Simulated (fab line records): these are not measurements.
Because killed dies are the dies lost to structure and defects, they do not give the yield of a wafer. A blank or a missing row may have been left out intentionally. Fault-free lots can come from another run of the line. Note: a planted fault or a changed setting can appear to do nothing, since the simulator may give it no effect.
Which tool was responsible? / flow sky130 / 24 lots, 72 wafers sampled, at 5 steps of a route of 708

WHAT EACH GAUGE READ, for each wafer
SKY_CONTACT_CD_MEAS_14: target cd 170 nm.
lot=L074; measured=day 31 09:19; on=cdSem-02; cdNm (nm)=168.8 168.6 170.0
lot=L075; measured=day 32 17:32; on=cdSem-01; cdNm (nm)=167.7 168.3 167.9
lot=L076; measured=day 32 18:37; on=cdSem-01; cdNm (nm)=167.6 168.3 167.9
lot=L077; measured=day 32 19:52; on=cdSem-02; cdNm (nm)=170.2 170.3 170.7
lot=L079; measured=day 32 23:03; on=cdSem-02; cdNm (nm)=167.8 169.2 169.2
lot=L078; measured=day 33 02:47; on=cdSem-01; cdNm (nm)=172.6 172.4 172.0
lot=L080; measured=day 33 11:00; on=cdSem-02; cdNm (nm)=170.9 170.2 170.8
lot=L081; measured=day 33 22:52; on=cdSem-02; cdNm (nm)=168.0 169.7 169.5
lot=L082; measured=day 34 09:35; on=cdSem-01; cdNm (nm)=169.2 169.6 170.4
lot=L084; measured=day 34 13:49; on=cdSem-01; cdNm (nm)=169.6 169.6 171.3
lot=L083; measured=day 34 17:28; on=cdSem-02; cdNm (nm)=168.3 168.0 167.5
lot=L085; measured=day 34 20:01; on=cdSem-02; cdNm (nm)=169.9 169.0 169.7
lot=L086; measured=day 35 12:32; on=cdSem-01; cdNm (nm)=169.2 169.8 169.9
lot=L087; measured=day 35 22:18; on=cdSem-02; cdNm (nm)=168.9 169.4 169.1
lot=L088; measured=day 36 00:34; on=cdSem-01; cdNm (nm)=167.8 168.2 167.2
lot=L089; measured=day 36 07:47; on=cdSem-02; cdNm (nm)=166.8 168.4 168.8
lot=L090; measured=day 36 18:43; on=cdSem-02; cdNm (nm)=169.9 167.4 169.5
lot=L091; measured=day 36 23:04; on=cdSem-02; cdNm (nm)=169.0 166.8 166.4
lot=L092; measured=day 37 04:13; on=cdSem-01; cdNm (nm)=171.7 172.1 170.7
lot=L093; measured=day 37 19:22; on=cdSem-01; cdNm (nm)=167.5 168.1 168.4
lot=L094; measured=day 38 08:28; on=cdSem-01; cdNm (nm)=168.2 169.3 168.8
lot=L095; measured=day 39 00:43; on=cdSem-02; cdNm (nm)=170.8 169.4 169.6
lot=L097; measured=day 39 15:37; on=cdSem-02; cdNm (nm)=170.4 169.6 171.1
lot=L096; measured=day 39 18:01; on=cdSem-02; cdNm (nm)=168.9 169.1 169.1

SKY_CAPM_THK_MEAS_04: measures by xrf.
lot=L074; measured=day 36 05:02; on=filmMetro-01; CAPM_TIN_THK (nm)=202.3 198.4 198.8
lot=L075; measured=day 37 13:01; on=filmMetro-03; CAPM_TIN_THK (nm)=203.5 201.0 202.2
lot=L076; measured=day 37 14:01; on=filmMetro-04; CAPM_TIN_THK (nm)=203.0 205.3 202.8
lot=L077; measured=day 37 14:23; on=filmMetro-01; CAPM_TIN_THK (nm)=202.0 202.4 202.6
lot=L079; measured=day 37 15:07; on=filmMetro-04; CAPM_TIN_THK (nm)=196.2 197.2 197.7
lot=L078; measured=day 37 19:54; on=filmMetro-01; CAPM_TIN_THK (nm)=201.0 201.5 201.4
lot=L080; measured=day 38 03:37; on=filmMetro-01; CAPM_TIN_THK (nm)=205.3 207.4 206.1
lot=L081; measured=day 38 16:00; on=filmMetro-03; CAPM_TIN_THK (nm)=200.4 202.0 202.9
lot=L082; measured=day 39 02:23; on=filmMetro-03; CAPM_TIN_THK (nm)=200.2 201.7 203.1
lot=L084; measured=day 39 04:55; on=filmMetro-01; CAPM_TIN_THK (nm)=200.2 198.1 196.7
lot=L083; measured=day 39 08:42; on=filmMetro-01; CAPM_TIN_THK (nm)=201.6 200.4 201.2
lot=L085; measured=day 39 10:45; on=filmMetro-01; CAPM_TIN_THK (nm)=200.9 197.5 199.4
lot=L086; measured=day 40 03:15; on=filmMetro-03; CAPM_TIN_THK (nm)=199.5 201.1 200.8
lot=L087; measured=day 40 12:08; on=filmMetro-01; CAPM_TIN_THK (nm)=201.5 200.4 200.4
lot=L088; measured=day 40 14:12; on=filmMetro-04; CAPM_TIN_THK (nm)=199.7 198.6 196.5
lot=L089; measured=day 40 21:55; on=filmMetro-03; CAPM_TIN_THK (nm)=201.9 199.0 199.7
lot=L090; measured=day 41 07:44; on=filmMetro-04; CAPM_TIN_THK (nm)=201.3 200.7 200.4
lot=L091; measured=day 41 09:48; on=filmMetro-01; CAPM_TIN_THK (nm)=204.5 206.2 206.0
lot=L092; measured=day 41 13:31; on=filmMetro-01; CAPM_TIN_THK (nm)=205.7 202.6 202.5
lot=L093; measured=day 42 09:16; on=filmMetro-04; CAPM_TIN_THK (nm)=198.2 197.1 201.0
lot=L094; measured=day 42 16:13; on=filmMetro-01; CAPM_TIN_THK (nm)=199.2 201.3 201.2
lot=L095; measured=day 43 07:49; on=filmMetro-04; CAPM_TIN_THK (nm)=198.9 201.7 199.1
lot=L097; measured=day 44 07:36; on=filmMetro-01; CAPM_TIN_THK (nm)=199.7 202.1 198.8
lot=L096; measured=day 44 07:58; on=filmMetro-04; CAPM_TIN_THK (nm)=201.3 203.1 203.7

SKY_VIA3_OVL_MEAS_13.
lot=L074; measured=day 39 11:38; on=overlay-02; VIA3_OVL (nm)=-5 -2 -13
lot=L075; measured=day 40 16:59; on=overlay-01; VIA3_OVL (nm)=9 2 3
lot=L076; measured=day 40 18:32; on=overlay-01; VIA3_OVL (nm)=-7 -2 9
lot=L077; measured=day 40 18:50; on=overlay-02; VIA3_OVL (nm)=9 -5 -1
lot=L079; measured=day 40 19:32; on=overlay-01; VIA3_OVL (nm)=-9 -6 1
lot=L078; measured=day 40 23:47; on=overlay-01; VIA3_OVL (nm)=-5 -8 -9
lot=L080; measured=day 41 06:29; on=overlay-01; VIA3_OVL (nm)=1 1 15
lot=L081; measured=day 42 06:02; on=overlay-01; VIA3_OVL (nm)=8 8 -8
lot=L082; measured=day 42 08:14; on=overlay-01; VIA3_OVL (nm)=-4 1 3
lot=L084; measured=day 42 09:14; on=overlay-02; VIA3_OVL (nm)=6 14 12
lot=L083; measured=day 42 11:05; on=overlay-01; VIA3_OVL (nm)=5 -2 4
lot=L085; measured=day 42 12:02; on=overlay-01; VIA3_OVL (nm)=5 -9 3
lot=L086; measured=day 43 03:02; on=overlay-01; VIA3_OVL (nm)=-4 0 -1
lot=L087; measured=day 43 12:08; on=overlay-01; VIA3_OVL (nm)=-4 -9 5
lot=L088; measured=day 43 12:29; on=overlay-01; VIA3_OVL (nm)=1 -3 -6
lot=L089; measured=day 43 21:02; on=overlay-01; VIA3_OVL (nm)=-3 3 12
lot=L090; measured=day 44 06:41; on=overlay-02; VIA3_OVL (nm)=-8 0 -12
lot=L091; measured=day 44 10:20; on=overlay-02; VIA3_OVL (nm)=-7 0 0
lot=L092; measured=day 44 13:38; on=overlay-02; VIA3_OVL (nm)=7 10 8
lot=L093; measured=day 45 09:17; on=overlay-01; VIA3_OVL (nm)=1 -5 -1
lot=L094; measured=day 45 12:44; on=overlay-01; VIA3_OVL (nm)=-2 -1 0
lot=L095; measured=day 46 02:05; on=overlay-01; VIA3_OVL (nm)=-6 -8 6
lot=L097; measured=day 47 01:17; on=overlay-01; VIA3_OVL (nm)=-3 -1 -2
lot=L096; measured=day 47 01:38; on=overlay-02; VIA3_OVL (nm)=12 5 -1

TOOL THAT RAN EACH LOT (tool first, then ch and the chambers of the sampled wafers, then the start)
lot=L074; SKY_VIA1_ETCH_15=rieDiel-03 ch 0,1,2, day 33 18:39; SKY_VIA2_SPUTTER_20=pvdSputter-01, day 36 03:52
lot=L075; SKY_VIA1_ETCH_15=rieDiel-03 ch 0,1,2, day 35 02:56; SKY_VIA2_SPUTTER_20=pvdSputter-03, day 37 11:52
lot=L076; SKY_VIA1_ETCH_15=rieDiel-02 ch 1,2,3, day 35 03:55; SKY_VIA2_SPUTTER_20=pvdSputter-01, day 37 12:52
lot=L077; SKY_VIA1_ETCH_15=rieDiel-03 ch 0,1, day 35 04:16; SKY_VIA2_SPUTTER_20=pvdSputter-02, day 37 13:15
lot=L079; SKY_VIA1_ETCH_15=rieDiel-03 ch 1,2, day 35 06:55; SKY_VIA2_SPUTTER_20=pvdSputter-03, day 37 13:57
lot=L078; SKY_VIA1_ETCH_15=rieDiel-04 ch 2,3, day 35 10:13; SKY_VIA2_SPUTTER_20=pvdSputter-01, day 37 18:46
lot=L080; SKY_VIA1_ETCH_15=rieDiel-04 ch 2,3, day 35 19:43; SKY_VIA2_SPUTTER_20=pvdSputter-03, day 38 02:28
lot=L081; SKY_VIA1_ETCH_15=rieDiel-02 ch 0,3, day 36 07:37; SKY_VIA2_SPUTTER_20=pvdSputter-03, day 38 14:52
lot=L082; SKY_VIA1_ETCH_15=rieDiel-03 ch 1,2, day 36 17:28; SKY_VIA2_SPUTTER_20=pvdSputter-02, day 39 01:13
lot=L084; SKY_VIA1_ETCH_15=rieDiel-03 ch 1,2, day 36 21:16; SKY_VIA2_SPUTTER_20=pvdSputter-03, day 39 03:46
lot=L083; SKY_VIA1_ETCH_15=rieDiel-02 ch 0,3, day 37 00:46; SKY_VIA2_SPUTTER_20=pvdSputter-01, day 39 07:31
lot=L085; SKY_VIA1_ETCH_15=rieDiel-02 ch 0,1,3, day 37 02:43; SKY_VIA2_SPUTTER_20=pvdSputter-01, day 39 09:37
lot=L086; SKY_VIA1_ETCH_15=rieDiel-04 ch 0,2,3, day 37 19:46; SKY_VIA2_SPUTTER_20=pvdSputter-02, day 40 00:50
lot=L087; SKY_VIA1_ETCH_15=rieDiel-02 ch 0,1,2, day 38 05:40; SKY_VIA2_SPUTTER_20=pvdSputter-01, day 40 10:58
lot=L088; SKY_VIA1_ETCH_15=rieDiel-02 ch 0,1,2, day 38 07:43; SKY_VIA2_SPUTTER_20=pvdSputter-02, day 40 13:04
lot=L089; SKY_VIA1_ETCH_15=rieDiel-04 ch 1,2,3, day 38 15:29; SKY_VIA2_SPUTTER_20=pvdSputter-01, day 40 20:43
lot=L090; SKY_VIA1_ETCH_15=rieDiel-02 ch 0,1,2, day 39 01:16; SKY_VIA2_SPUTTER_20=pvdSputter-03, day 41 06:01
lot=L091; SKY_VIA1_ETCH_15=rieDiel-03 ch 1,2,3, day 39 05:13; SKY_VIA2_SPUTTER_20=pvdSputter-02, day 41 07:43
lot=L092; SKY_VIA1_ETCH_15=rieDiel-03 ch 0,1,2, day 39 10:25; SKY_VIA2_SPUTTER_20=pvdSputter-02, day 41 12:19
lot=L093; SKY_VIA1_ETCH_15=rieDiel-04 ch 0,2,3, day 39 23:49; SKY_VIA2_SPUTTER_20=pvdSputter-01, day 42 07:58
lot=L094; SKY_VIA1_ETCH_15=rieDiel-04 ch 0,2,3, day 40 12:52; SKY_VIA2_SPUTTER_20=pvdSputter-01, day 42 15:04
lot=L095; SKY_VIA1_ETCH_15=rieDiel-02 ch 1,2,3, day 41 04:58; SKY_VIA2_SPUTTER_20=pvdSputter-02, day 43 06:40
lot=L097; SKY_VIA1_ETCH_15=rieDiel-03 ch 0,1,3, day 42 05:55; SKY_VIA2_SPUTTER_20=pvdSputter-03, day 44 06:28
lot=L096; SKY_VIA1_ETCH_15=rieDiel-04 ch 0,2,3, day 42 06:16; SKY_VIA2_SPUTTER_20=pvdSputter-02, day 44 06:49
- SKY_VIA1_ETCH_15: etches SiO2 in C4F8/O2/Ar, stops on TiN, target depth 351 nm, time 54 s.
- SKY_VIA2_SPUTTER_20: material TiN, target thk 20 nm, time 80 s.

WHAT THE TOOLS THEMSELVES READ (means of the sampled wafers that have a number; where no wafer has one, the mark that the record gives instead)
SKY_VIA1_ETCH_15.
lot=L074; tool=rieDiel-03; oesProductAu (a.u.)=0.976
lot=L075; tool=rieDiel-03; oesProductAu (a.u.)=0.983
lot=L076; tool=rieDiel-02; oesProductAu (a.u.)=0.979
lot=L077; tool=rieDiel-03; oesProductAu (a.u.)=0.990
lot=L079; tool=rieDiel-03; oesProductAu (a.u.)=0.980
lot=L078; tool=rieDiel-04; oesProductAu (a.u.)=0.981
lot=L080; tool=rieDiel-04; oesProductAu (a.u.)=0.980
lot=L081; tool=rieDiel-02; oesProductAu (a.u.)=0.983
lot=L082; tool=rieDiel-03; oesProductAu (a.u.)=0.985
lot=L084; tool=rieDiel-03; oesProductAu (a.u.)=0.979
lot=L083; tool=rieDiel-02; oesProductAu (a.u.)=0.985
lot=L085; tool=rieDiel-02; oesProductAu (a.u.)=0.979
lot=L086; tool=rieDiel-04; oesProductAu (a.u.)=0.983
lot=L087; tool=rieDiel-02; oesProductAu (a.u.)=0.977
lot=L088; tool=rieDiel-02; oesProductAu (a.u.)=0.982
lot=L089; tool=rieDiel-04; oesProductAu (a.u.)=0.982
lot=L090; tool=rieDiel-02; oesProductAu (a.u.)=0.981
lot=L091; tool=rieDiel-03; oesProductAu (a.u.)=0.982
lot=L092; tool=rieDiel-03; oesProductAu (a.u.)=0.970
lot=L093; tool=rieDiel-04; oesProductAu (a.u.)=0.988
lot=L094; tool=rieDiel-04; oesProductAu (a.u.)=0.986
lot=L095; tool=rieDiel-02; oesProductAu (a.u.)=0.979
lot=L097; tool=rieDiel-03; oesProductAu (a.u.)=0.987
lot=L096; tool=rieDiel-04; oesProductAu (a.u.)=0.984

SKY_VIA2_SPUTTER_20.
lot=L074; tool=pvdSputter-01; chamberPressurePa (Pa)=4.997; throttleValvePct (%)=30.4
lot=L075; tool=pvdSputter-03; chamberPressurePa (Pa)=4.994; throttleValvePct (%)=29.1
lot=L076; tool=pvdSputter-01; chamberPressurePa (Pa)=5.001; throttleValvePct (%)=31.8
lot=L077; tool=pvdSputter-02; chamberPressurePa (Pa)=4.998; throttleValvePct (%)=30.9
lot=L079; tool=pvdSputter-03; chamberPressurePa (Pa)=4.998; throttleValvePct (%)=29.4
lot=L078; tool=pvdSputter-01; chamberPressurePa (Pa)=4.993; throttleValvePct (%)=31.0
lot=L080; tool=pvdSputter-03; chamberPressurePa (Pa)=4.994; throttleValvePct (%)=29.5
lot=L081; tool=pvdSputter-03; chamberPressurePa (Pa)=4.997; throttleValvePct (%)=30.0
lot=L082; tool=pvdSputter-02; chamberPressurePa (Pa)=4.991; throttleValvePct (%)=29.9
lot=L084; tool=pvdSputter-03; chamberPressurePa (Pa)=4.993; throttleValvePct (%)=30.1
lot=L083; tool=pvdSputter-01; chamberPressurePa (Pa)=5.000; throttleValvePct (%)=31.6
lot=L085; tool=pvdSputter-01; chamberPressurePa (Pa)=5.004; throttleValvePct (%)=31.1
lot=L086; tool=pvdSputter-02; chamberPressurePa (Pa)=5.010; throttleValvePct (%)=31.1
lot=L087; tool=pvdSputter-01; chamberPressurePa (Pa)=5.002; throttleValvePct (%)=30.7
lot=L088; tool=pvdSputter-02; chamberPressurePa (Pa)=4.994; throttleValvePct (%)=30.3
lot=L089; tool=pvdSputter-01; chamberPressurePa (Pa)=5.015; throttleValvePct (%)=30.1
lot=L090; tool=pvdSputter-03; chamberPressurePa (Pa)=5.001; throttleValvePct (%)=29.6
lot=L091; tool=pvdSputter-02; chamberPressurePa (Pa)=4.998; throttleValvePct (%)=30.9
lot=L092; tool=pvdSputter-02; chamberPressurePa (Pa)=4.995; throttleValvePct (%)=31.2
lot=L093; tool=pvdSputter-01; chamberPressurePa (Pa)=5.005; throttleValvePct (%)=31.0
lot=L094; tool=pvdSputter-01; chamberPressurePa (Pa)=5.003; throttleValvePct (%)=30.9
lot=L095; tool=pvdSputter-02; chamberPressurePa (Pa)=5.007; throttleValvePct (%)=31.0
lot=L097; tool=pvdSputter-03; chamberPressurePa (Pa)=4.993; throttleValvePct (%)=30.6
lot=L096; tool=pvdSputter-02; chamberPressurePa (Pa)=5.002; throttleValvePct (%)=30.8

THE ANSWER, worked out from the rows above alone
Rule: what is usual is taken from the lots themselves. Put in order of their means at a reading, lots are off if they are a third of the lots or fewer, leave a main group of 4 or more, and stand apart from it by a gap of 3 or more times the standard deviation of the main group's means; of several such gaps the widest counts. Not used: any main group whose means are identical at the precision the tables above print for the reading. A lot without any number at a reading at which 4 lots or more have one is off too. Where the step has rows for the other lots, those lots are counted as sound. Order of review: gauges by route order, followed by the tools' own readings, for which a lot's mean as printed above is used. At the first step where some lot is off, the reading lying furthest off is the one used; lots without a number count as furthest.
None of the lots is off at any reading shown; this tells nothing.

WHAT THE SIMULATOR PUT IN
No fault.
